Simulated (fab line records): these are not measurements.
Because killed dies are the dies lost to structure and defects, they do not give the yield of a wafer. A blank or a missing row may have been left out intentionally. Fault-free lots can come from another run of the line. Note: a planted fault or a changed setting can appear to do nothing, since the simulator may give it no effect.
Check for tools in common | flow sky130 | Lots sampled 10, wafers sampled 30

== THE REASON FOR OPENING IT ==
Of 10 lots, 2 have the reading CAPM_TIN_RS flagged at SKY_CAPM_RS_MEAS_03. No-fault wafers: 6.92 ohm/sq, standard deviation 0.073.
Rule: a lot is flagged in two cases, either no wafer of it has a number, or all its wafers with numbers fall more than 4 standard deviations from that mean. All remaining lots are regarded as sound.

lot  | measured     | on            | CAPM_TIN_RS (ohm/sq), wafer by wafer | flag
L326 | day 37 07:00 | film-metro-03 | 6.78 6.94 6.81                       |
L330 | day 39 04:32 | film-metro-03 | 6.50 6.51 6.53                       | FLAGGED
L331 | day 39 07:12 | film-metro-04 | 6.52 6.49 6.50                       | FLAGGED
L341 | day 41 07:38 | film-metro-04 | 6.87 6.76 6.88                       |
L342 | day 41 20:11 | film-metro-02 | 6.87 6.89 6.91                       |
L343 | day 42 00:27 | film-metro-02 | 6.95 7.01 7.04                       |
L344 | day 42 04:10 | film-metro-02 | 7.04 6.95 7.01                       |
L345 | day 42 12:22 | film-metro-03 | 6.94 6.89 6.91                       |
L346 | day 42 17:30 | film-metro-02 | 7.00 6.98 6.97                       |
L347 | day 42 22:55 | film-metro-02 | 6.97 7.02 7.01                       |
On average the flagged lots' numbers are 6.51 ohm/sq, which is -0.41 ohm/sq against the usual, or -6 standard deviations.

== TOOL THAT RAN EACH LOT ==
4 process steps preceding the reading are held in the record, out of 708 steps in the route. In each cell: the tool, then ch and the chambers that the sampled wafers went through, then the start.
lot  | flag    | SKY_METAL2_SPUTTER_01        | SKY_METAL3_SPUTTER_00        | SKY_METAL3_SPUTTER_04        | SKY_CAPM_SPUTTER_02
L326 |         | pvd-sputter-01, day 34 23:55 | pvd-sputter-02, day 37 06:38 | pvd-sputter-02, day 37 06:44 | pvd-sputter-01, day 37 06:52
L330 | FLAGGED | pvd-sputter-01, day 36 22:33 | pvd-sputter-03, day 39 04:11 | pvd-sputter-03, day 39 04:17 | pvd-sputter-04, day 39 04:26
L331 | FLAGGED | pvd-sputter-03, day 37 01:47 | pvd-sputter-02, day 39 06:51 | pvd-sputter-02, day 39 06:58 | pvd-sputter-04, day 39 07:05
L341 |         | pvd-sputter-01, day 39 03:30 | pvd-sputter-03, day 41 07:14 | pvd-sputter-03, day 41 07:20 | pvd-sputter-01, day 41 07:29
L342 |         | pvd-sputter-04, day 39 16:54 | pvd-sputter-01, day 41 19:51 | pvd-sputter-01, day 41 19:57 | pvd-sputter-02, day 41 20:05
L343 |         | pvd-sputter-03, day 39 20:31 | pvd-sputter-03, day 42 00:05 | pvd-sputter-03, day 42 00:11 | pvd-sputter-04, day 42 00:20
L344 |         | pvd-sputter-03, day 40 00:21 | pvd-sputter-03, day 42 03:48 | pvd-sputter-03, day 42 03:55 | pvd-sputter-02, day 42 04:02
L345 |         | pvd-sputter-03, day 40 08:35 | pvd-sputter-02, day 42 12:01 | pvd-sputter-02, day 42 12:07 | pvd-sputter-04, day 42 12:15
L346 |         | pvd-sputter-03, day 40 15:22 | pvd-sputter-02, day 42 17:08 | pvd-sputter-02, day 42 17:14 | pvd-sputter-04, day 42 17:22
L347 |         | pvd-sputter-01, day 40 20:29 | pvd-sputter-03, day 42 22:34 | pvd-sputter-03, day 42 22:41 | pvd-sputter-04, day 42 22:49
These steps, and what they do:
- SKY_METAL2_SPUTTER_01: material TiN, target thk 20 nm, time 16.7 s.
- SKY_METAL3_SPUTTER_00: material Ti, target thk 15 nm, time 10 s.
- SKY_METAL3_SPUTTER_04: material TiN, target thk 70 nm, time 58.3 s.
- SKY_CAPM_SPUTTER_02: material TiN, target thk 200 nm, time 166.7 s.
- SKY_CAPM_RS_MEAS_03: measures by four-point-probe.

== FLAGGED OVER TOTAL, TOOL BY TOOL (the gauges that took the reading come last) ==
step                  | tool           | lots run | flagged | share of the flagged lots | sound lots run after its first flagged lot
SKY_METAL2_SPUTTER_01 | pvd-sputter-01 | 4        | 1       | some                      | 2 (L341,L347)
SKY_METAL2_SPUTTER_01 | pvd-sputter-03 | 5        | 1       | some                      | 4 (L343,L344,L345,L346)
SKY_METAL2_SPUTTER_01 | pvd-sputter-04 | 1        | 0       | none                      | -
SKY_METAL3_SPUTTER_00 | pvd-sputter-01 | 1        | 0       | none                      | -
SKY_METAL3_SPUTTER_00 | pvd-sputter-02 | 4        | 1       | some                      | 2 (L345,L346)
SKY_METAL3_SPUTTER_00 | pvd-sputter-03 | 5        | 1       | some                      | 4 (L341,L343,L344,L347)
SKY_METAL3_SPUTTER_04 | pvd-sputter-01 | 1        | 0       | none                      | -
SKY_METAL3_SPUTTER_04 | pvd-sputter-02 | 4        | 1       | some                      | 2 (L345,L346)
SKY_METAL3_SPUTTER_04 | pvd-sputter-03 | 5        | 1       | some                      | 4 (L341,L343,L344,L347)
SKY_CAPM_SPUTTER_02   | pvd-sputter-01 | 2        | 0       | none                      | -
SKY_CAPM_SPUTTER_02   | pvd-sputter-02 | 2        | 0       | none                      | -
SKY_CAPM_SPUTTER_02   | pvd-sputter-04 | 6        | 2       | all                       | 4 (L343,L345,L346,L347)
SKY_CAPM_RS_MEAS_03   | film-metro-02  | 5        | 0       | none                      | -
SKY_CAPM_RS_MEAS_03   | film-metro-03  | 3        | 1       | some                      | 1 (L345)
SKY_CAPM_RS_MEAS_03   | film-metro-04  | 2        | 1       | some                      | 1 (L341)

== WHAT IS ALLOWED BY THE TABLE ==
In the table, 1 row covers all flagged lots: pvd-sputter-04 at SKY_CAPM_SPUTTER_02.
- pvd-sputter-04 at SKY_CAPM_SPUTTER_02: 2 of its 6 lots flagged. Lots that were sound ran on it after the first flagged one (L343, L345, L346, L347); a persistent fault on the entire tool would not allow that.
Every row of the table either missed a flagged lot or ran a sound lot after the first.

== WHAT THE SIMULATOR PUT IN ==
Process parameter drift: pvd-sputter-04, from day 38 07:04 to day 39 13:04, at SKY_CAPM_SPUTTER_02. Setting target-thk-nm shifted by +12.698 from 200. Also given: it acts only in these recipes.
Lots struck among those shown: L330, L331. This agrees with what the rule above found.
